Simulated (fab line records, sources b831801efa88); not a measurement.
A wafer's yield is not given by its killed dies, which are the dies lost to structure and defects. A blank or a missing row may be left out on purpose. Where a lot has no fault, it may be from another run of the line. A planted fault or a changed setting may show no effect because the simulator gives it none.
Which tool was responsible? + flow sfq_line + 15 lots with 45 wafers sampled at 4 steps, on a route of 325 steps

== WHAT EACH GAUGE READ, for each wafer ==
The record holds no reading of a measuring or inspecting step that can be judged against a usual standard deviation.

== WHAT TOOL EACH LOT RAN ON (gives the tool, then ch and the chambers of the sampled wafers, and finally the start) ==
| lot  | SFQ_TRILAYER_L0_VIA_LITHO_COAT_013 | SFQ_TRILAYER_A5B_DEP_PECVD_129  | SFQ_TRILAYER_M7_DEP_SPUTTER_175 | SFQ_TRILAYER_M7_STRIP_STRIP_181   |
|------|------------------------------------|---------------------------------|---------------------------------|-----------------------------------|
| L918 | litho_track-01 ch 0, day 3 14:32   | pecvd-02 ch 0,1, day 45 15:20   | pvd_sputter-04, day 65 22:34    | rie_metal-02 ch 0,1, day 66 03:48 |
| L920 | litho_track-01 ch 0, day 4 01:29   | pecvd-02 ch 1,2, day 46 06:35   | pvd_sputter-04, day 66 05:46    | rie_metal-02 ch 0,1, day 66 10:09 |
| L921 | litho_track-01 ch 0, day 4 06:37   | pecvd-02 ch 0,2, day 46 21:39   | pvd_sputter-03, day 66 07:19    | rie_metal-04 ch 0,1, day 66 12:33 |
| L922 | litho_track-01 ch 0, day 4 13:35   | pecvd-02 ch 0,1,2, day 48 02:52 | pvd_sputter-04, day 66 16:19    | rie_metal-04 ch 0,1, day 66 21:09 |
| L923 | litho_track-04 ch 0, day 4 20:44   | pecvd-01 ch 0,2, day 48 07:15   | pvd_sputter-05, day 66 19:31    | rie_metal-02 ch 0,1, day 67 00:45 |
| L924 | litho_track-01 ch 0, day 5 03:08   | pecvd-01 ch 0,1,2, day 49 00:33 | pvd_sputter-04, day 66 20:31    | rie_metal-04 ch 0,1, day 67 01:45 |
| L926 | litho_track-02 ch 0, day 5 16:30   | pecvd-01 ch 1,2, day 49 17:21   | pvd_sputter-04, day 67 00:07    | rie_metal-02 ch 0,1, day 67 05:33 |
| L929 | litho_track-02 ch 0, day 6 10:24   | pecvd-01 ch 0,2, day 57 00:17   | pvd_sputter-03, day 69 04:34    | rie_metal-02 ch 0,1, day 69 12:57 |
| L930 | litho_track-01 ch 0, day 6 14:00   | pecvd-01 ch 1,2, day 57 03:53   | pvd_sputter-03, day 69 12:31    | rie_metal-04 ch 0,1, day 69 20:15 |
| L931 | litho_track-01 ch 0, day 6 18:53   | pecvd-02 ch 0,1,2, day 57 09:53 | pvd_sputter-05, day 69 17:25    | rie_metal-02 ch 0,1, day 69 23:51 |
| L934 | litho_track-01 ch 0, day 7 11:47   | pecvd-02 ch 0,1, day 58 19:45   | pvd_sputter-03, day 70 03:01    | rie_metal-02 ch 0,1, day 70 08:15 |
| L935 | litho_track-04 ch 0, day 7 19:49   | pecvd-02 ch 1,2, day 59 08:57   | pvd_sputter-04, day 70 04:13    | rie_metal-02 ch 0,1, day 70 10:51 |
| L936 | litho_track-01 ch 0, day 7 23:09   | pecvd-02 ch 1,2, day 59 19:25   | pvd_sputter-03, day 70 07:49    | rie_metal-04 ch 0,1, day 70 14:15 |
| L938 | litho_track-04 ch 0, day 8 09:31   | pecvd-02 ch 0,1,2, day 61 04:43 | pvd_sputter-03, day 71 00:37    | rie_metal-04 ch 0,1, day 71 04:39 |
| L941 | litho_track-02 ch 0, day 9 00:21   | pecvd-04 ch 0,2, day 61 16:45   | pvd_sputter-03, day 71 10:14    | rie_metal-01 ch 0, day 71 14:15   |
- SFQ_TRILAYER_L0_VIA_LITHO_COAT_013: resist thk 650 nm.
- SFQ_TRILAYER_A5B_DEP_PECVD_129: deposits SiO2 from SiH4/N2O, time 133.33 s, target thk 600 nm.
- SFQ_TRILAYER_M7_DEP_SPUTTER_175: material Nb, target thk 200 nm, time 133.3 s.
- SFQ_TRILAYER_M7_STRIP_STRIP_181: strips in O2.

== AS READ BY THE TOOLS THEMSELVES (means over the sampled wafers that have a number; for cases with no such wafer, the mark the record gives instead) ==
SFQ_TRILAYER_L0_VIA_LITHO_COAT_013. Usual: resist_line_temp_C 22.99 C, standard deviation 0.12; spin_speed_rpm 3000.1 rpm, standard deviation 1.9.
| lot  | tool           | resist_line_temp_C (C) | spin_speed_rpm (rpm) | flag |
|------|----------------|------------------------|----------------------|------|
| L918 | litho_track-01 | 22.92                  | 3003.4               |      |
| L920 | litho_track-01 | 23.03                  | 3000.4               |      |
| L921 | litho_track-01 | 23.00                  | 3001.0               |      |
| L922 | litho_track-01 | 22.99                  | 3001.4               |      |
| L923 | litho_track-04 | 22.99                  | 2999.3               |      |
| L924 | litho_track-01 | 22.96                  | 2999.0               |      |
| L926 | litho_track-02 | 23.17                  | 2999.1               |      |
| L929 | litho_track-02 | 23.06                  | 3001.5               |      |
| L930 | litho_track-01 | 22.83                  | 2999.3               |      |
| L931 | litho_track-01 | 23.03                  | 2898.3               | OFF  |
| L934 | litho_track-01 | 23.11                  | 2898.9               | OFF  |
| L935 | litho_track-04 | 22.95                  | 3001.8               |      |
| L936 | litho_track-01 | 23.11                  | 2897.2               | OFF  |
| L938 | litho_track-04 | 22.87                  | 3000.5               |      |
| L941 | litho_track-02 | 22.82                  | 3001.4               |      |

SFQ_TRILAYER_A5B_DEP_PECVD_129. Usual: heater_power_w 74 W, standard deviation 14; throttle_valve_pct 24.2 %, standard deviation 0.67.
| lot  | tool     | heater_power_w (W) | throttle_valve_pct (%) | flag |
|------|----------|--------------------|------------------------|------|
| L918 | pecvd-02 | 80                 | 23.7                   |      |
| L920 | pecvd-02 | 61                 | 23.7                   |      |
| L921 | pecvd-02 | 75                 | 24.3                   |      |
| L922 | pecvd-02 | 72                 | 23.9                   |      |
| L923 | pecvd-01 | 75                 | 24.9                   |      |
| L924 | pecvd-01 | 77                 | 24.6                   |      |
| L926 | pecvd-01 | 67                 | 24.3                   |      |
| L929 | pecvd-01 | 76                 | 25.3                   |      |
| L930 | pecvd-01 | 71                 | 25.0                   |      |
| L931 | pecvd-02 | 72                 | 24.3                   |      |
| L934 | pecvd-02 | 68                 | 24.1                   |      |
| L935 | pecvd-02 | 64                 | 24.3                   |      |
| L936 | pecvd-02 | 64                 | 24.6                   |      |
| L938 | pecvd-02 | 72                 | 24.5                   |      |
| L941 | pecvd-04 | 78                 | 24.0                   |      |

SFQ_TRILAYER_M7_DEP_SPUTTER_175. Usual: substrate_temp_c 20.00 C, standard deviation 0.1; throttle_valve_pct 30.6 %, standard deviation 0.82.
| lot  | tool           | substrate_temp_c (C) | throttle_valve_pct (%) | flag |
|------|----------------|----------------------|------------------------|------|
| L918 | pvd_sputter-04 | 20.00                | 31.2                   |      |
| L920 | pvd_sputter-04 | 19.90                | 31.1                   |      |
| L921 | pvd_sputter-03 | 20.09                | 30.1                   |      |
| L922 | pvd_sputter-04 | 20.07                | 30.9                   |      |
| L923 | pvd_sputter-05 | 20.08                | 31.4                   |      |
| L924 | pvd_sputter-04 | 20.09                | 30.9                   |      |
| L926 | pvd_sputter-04 | 20.02                | 31.4                   |      |
| L929 | pvd_sputter-03 | 19.96                | 29.9                   |      |
| L930 | pvd_sputter-03 | 20.01                | 29.8                   |      |
| L931 | pvd_sputter-05 | 19.94                | 31.3                   |      |
| L934 | pvd_sputter-03 | 20.02                | 29.8                   |      |
| L935 | pvd_sputter-04 | 20.02                | 30.7                   |      |
| L936 | pvd_sputter-03 | 20.03                | 30.8                   |      |
| L938 | pvd_sputter-03 | 20.16                | 29.6                   |      |
| L941 | pvd_sputter-03 | 20.09                | 30.4                   |      |

SFQ_TRILAYER_M7_STRIP_STRIP_181. Usual: drypump_motor_current_A 5.4 A, standard deviation 0.42; oes_product_au 1.010 a.u., standard deviation 0.01.
| lot  | tool         | drypump_motor_current_A (A) | oes_product_au (a.u.) | flag |
|------|--------------|-----------------------------|-----------------------|------|
| L918 | rie_metal-02 | 5.9                         | 1.012                 |      |
| L920 | rie_metal-02 | 5.8                         | 1.010                 |      |
| L921 | rie_metal-04 | 4.9                         | 0.988                 |      |
| L922 | rie_metal-04 | 4.9                         | 0.993                 |      |
| L923 | rie_metal-02 | 5.9                         | 1.010                 |      |
| L924 | rie_metal-04 | 4.9                         | 0.994                 |      |
| L926 | rie_metal-02 | 5.8                         | 1.012                 |      |
| L929 | rie_metal-02 | 5.9                         | 1.021                 |      |
| L930 | rie_metal-04 | 5.0                         | 0.998                 |      |
| L931 | rie_metal-02 | 5.8                         | 1.015                 |      |
| L934 | rie_metal-02 | 5.9                         | 1.022                 |      |
| L935 | rie_metal-02 | 5.8                         | 1.014                 |      |
| L936 | rie_metal-04 | 4.9                         | 1.004                 |      |
| L938 | rie_metal-04 | 5.0                         | 1.010                 |      |
| L941 | rie_metal-01 | 5.1                         | 1.001                 |      |

== THE ANSWER, worked out from the rows above alone ==
Rule: a lot counts as off when the mean over its wafers that have a number is more than 3 standard deviations away from the usual mean. Also off: a lot with no number at a reading for which 4 or more lots have one. All remaining lots with rows at the step are treated as sound. Order of review: gauges by route order, followed by the tools' own readings, for which a lot's mean as printed above is used. At the first step where some lot is off, the reading lying furthest off is the one used; lots without a number count as furthest.
Off at SFQ_TRILAYER_L0_VIA_LITHO_COAT_013 (spin_speed_rpm): L931, L934, L936.
A tool fits if, at that step or a process step before it, it ran every lot that is off, and no sound lot after the first of them. One candidate fits, namely litho_track-01 at SFQ_TRILAYER_L0_VIA_LITHO_COAT_013. A fault onset in the window from L930 (day 6 14:00, its last sound lot) to L931 (day 6 18:53, its first lot off) fits.
The tool's own readings at SFQ_TRILAYER_L0_VIA_LITHO_COAT_013 bear it out: on the lots that are off they differ by more than 5 times the standard deviation of the sound lots' means. spin_speed_rpm reads 2898.1 rpm there against 3000.7 rpm on the sound lots.

== WHAT THE SIMULATOR HAD INSERTED ==
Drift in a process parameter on litho_track-01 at SFQ_TRILAYER_L0_VIA_LITHO_COAT_013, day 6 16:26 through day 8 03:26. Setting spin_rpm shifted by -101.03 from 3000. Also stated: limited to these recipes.
Lots struck among those shown: L931, L934, L936. This agrees with what the rule above found.
